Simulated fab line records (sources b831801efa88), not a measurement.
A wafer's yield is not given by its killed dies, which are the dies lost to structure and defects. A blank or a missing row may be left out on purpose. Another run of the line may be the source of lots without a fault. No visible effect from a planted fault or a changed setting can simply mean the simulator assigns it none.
A single fault, viewed from 2 desks ; flow sky130 ; only its own numbers are on each desk; what lay behind them is given at the end

## AT THE TOOL OWNER'S DESK: implanter-02
For each lot that ran on this tool, the mean over its sampled wafers that have a number, from the tool's own readings at SKY_LDD_N_IMPLANT_08. Marked OUT: a lot whose mean sits more than 4 standard deviations from the usual mean, which makes it out of limits; the brackets give that distance.
Columns: A = beam_energy_keV at SKY_LDD_N_IMPLANT_08, usual 19.999
lot;first seen here;A
L906;day 17 20:41;20.004
L917;day 21 16:07;18.208 (-99 or more) OUT
L918;day 22 03:16;18.211 (-99 or more) OUT
L919;day 22 15:34;18.205 (-99 or more) OUT
This desk finds L917, L918, L919 out of limits, L917 being first, at day 21 16:07 (beam_energy_keV at SKY_LDD_N_IMPLANT_08). L906: within limits.

## FROM THE METROLOGY DESK
Means of the sampled wafers that have a number, per lot and without regard to the tool the lot ran on: this is what the gauges read. Marked OUT: a lot whose mean sits more than 4 standard deviations from the usual mean, which makes it out of limits; the brackets give that distance.
Columns: A = POLY_GATE_OXIDATION_THK at SKY_POLY_GATE_THK_MEAS_21, usual 4.00 nm; B = cd_nm at SKY_POLY_GATE_CD_MEAS_22, usual 149.8 nm; C = LDD_N_OVL at SKY_LDD_N_OVL_MEAS_07, usual -0.6 nm
lot;first seen here;A;B;C
L906;day 16 15:58;3.99;150.4;-1.9
L910;day 17 18:55;4.07;150.7;-2.5
L917;day 20 09:08;3.92;150.6;-0.8
L918;day 20 19:39;4.01;148.2;-3.4
L919;day 21 08:16;3.91;150.0;-0.1
L927;day 23 22:05;4.02;151.0;-0.9
L929;day 24 14:39;4.02;151.0;-0.7
Finding of this desk: none of the 7 lots has anything out of limits.

## TAKEN TOGETHER
The tool owner's desk could have raised an alarm at day 21 16:07, on L917, L918, L919.
The metrology desk saw nothing out of limits.
The metrology desk holds a record of L917, L918, L919, inside its limits.
Every lot named ran SKY_LDD_N_IMPLANT_08 on implanter-02.

## WHAT THE SIMULATOR HAD PUT IN
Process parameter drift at SKY_LDD_N_IMPLANT_08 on implanter-02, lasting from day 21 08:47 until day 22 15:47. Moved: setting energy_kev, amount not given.
Struck lots among those shown: L917, L918, L919.
Each desk's first reading out of limits, in hours after the fault started: the tool owner's desk, 7.
